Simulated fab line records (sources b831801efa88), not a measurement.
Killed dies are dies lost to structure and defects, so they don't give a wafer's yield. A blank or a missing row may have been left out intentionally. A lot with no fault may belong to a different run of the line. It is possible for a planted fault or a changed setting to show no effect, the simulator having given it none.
Struck lot and sound lot, side by side / flow gf180mcu / 21 out of 602 route steps
Sound: these wafers, L999.1, L999.5, L999.6. Wafers struck: L998.1, L998.3, L998.5. The cause is named last.
At each step with rows: each side's tool, then ch and its chambers, then its first start. Under that, the readings that differ: sound wafers / struck wafers / difference of the means / sigmas: that difference in standard deviations of wafers without a fault.
alike: readings with means less than 2 such deviations apart, plus words and numbers identical on both sides. not compared: withheld readings, readings lacking a value on some wafer, bounds such as >300 that could conceal the same value, and numbers that have no deviation in the record and whose values overlap.
A row with sigmas, a row that says differs or no value, or rows on one side alone: a step with any of these is where the two part. Numbers that don't overlap but have no deviation are shown without sigmas and don't part them. Lack of a reading on every wafer of one side parts them only where that side has two or more wafers.

first, 1 step without rows for these wafers: GF_STI_OXIDATION_21 (stabilise 600 s, purge 300 s, target thk 15 nm).
GF_STI_THK_MEAS_22:
  sound on film metro-02, day 5 15:17; struck on film metro-04, day 5 09:53
  alike: STI_OXIDATION_01_THK
then, 1 step without rows for these wafers: GF_STI_CVD_23 (deposits SiO2, target thk 650 nm, time 108.3 s).
GF_STI_THK_MEAS_24:
  sound on film metro-04, day 5 15:28; struck on film metro-02, day 5 10:01
  alike: STI_CVD_23_THK
GF_STI_CMP_25: polishes, stops on Si3N4, t overpolish 33 s, target thk 524.6 nm.
  sound on cmp-02 ch 0,1,3, day 5 15:41; struck on cmp-02 ch 2,3, day 5 10:08
  alike: motor current A, overpolish run s, time to endpoint s
then, 4 steps without rows for these wafers: GF_STI_WET_ETCH_26 (etches SiO2 in dHF, target depth 94 nm, time 188 s); GF_STI_WET_ETCH_27 (etches Si3N4 in H3PO4, target depth 160 nm, time 1825 s); GF_STI_WET_ETCH_28 (etches SiO2 in dHF, target depth 20 nm, time 40 s); GF_STI_OXIDATION_29 (stabilise 600 s, purge 300 s, target thk 10 nm).
GF_STI_THK_MEAS_30:
  sound on film metro-02, day 5 21:05; struck on film metro-02, day 5 14:10
  alike: STI_OXIDATION_02_THK
then, 2 steps without rows for these wafers: GF_DNWELL_DEHYDRATE_00 (time 60 s); GF_DNWELL_HMDS_01 (prime time 60 s).
GF_DNWELL_COAT_02: resist thk 3000 nm.
  sound on litho track-03 ch 0, day 6 03:29; struck on litho track-04 ch 0, day 5 21:33
reading=spin speed rpm (rpm); sound=2001.6 2001.3 1999.3; struck=1862.3 1865.2 1863.6; difference=-137.0; sigmas=-98
reading=model.coat_of_DNWELL_COAT_02.thk nm (nm); sound=2991 2995 2998; struck=3103 3103 3097; difference=+106; sigmas=
  alike: dispense pressure kPa
then, 3 steps without rows for these wafers: GF_DNWELL_SOFTBAKE_03; GF_DNWELL_EXPOSE_04 (exposes mask DNWELL, target cd 1700 nm); GF_DNWELL_PEB_05.
GF_DNWELL_DEVELOP_06: develop time 60 s.
  sound: litho track-03 ch 0; struck: litho track-02 ch 0
reading=model.coat_of_DNWELL_COAT_02.thk nm (nm); sound=2990 2994 2997; struck=3102 3102 3096; difference=+106; sigmas=
next, for these wafers, 1 step has no rows: GF_DNWELL_IMPLANT_07.
GF_DNWELL_STRIP_08: strips in O2/N2.
  sound on plasma asher-01 ch 0,1, day 6 11:35; struck on plasma asher-01 ch 0,1, day 6 04:49
reading=strip time to endpoint s (s); sound=36.83 36.89 36.93; struck=38.14 38.12 38.05; difference=+1.22; sigmas=+12
  alike: drypump motor current A, heater power w, oes product au
  not compared: rf hours counter h
GF_DNWELL_TW_MEAS_09:
  sound on film metro-04, day 6 11:41; struck on film metro-02, day 6 04:55
  alike: DNWELL_TW
GF_PASSIVATION_PROBE_99:
  rows exist in the record for the sound wafers here (prober-02, day 33 21:00), none for the struck ones

WHERE THEY PART
Last at GF_PASSIVATION_PROBE_99 as far as this record goes, first at GF_DNWELL_COAT_02.

WHY: what had been put in by the simulator
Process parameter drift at GF_DNWELL_COAT_02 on litho track-04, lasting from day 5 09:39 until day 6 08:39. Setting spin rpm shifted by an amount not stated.
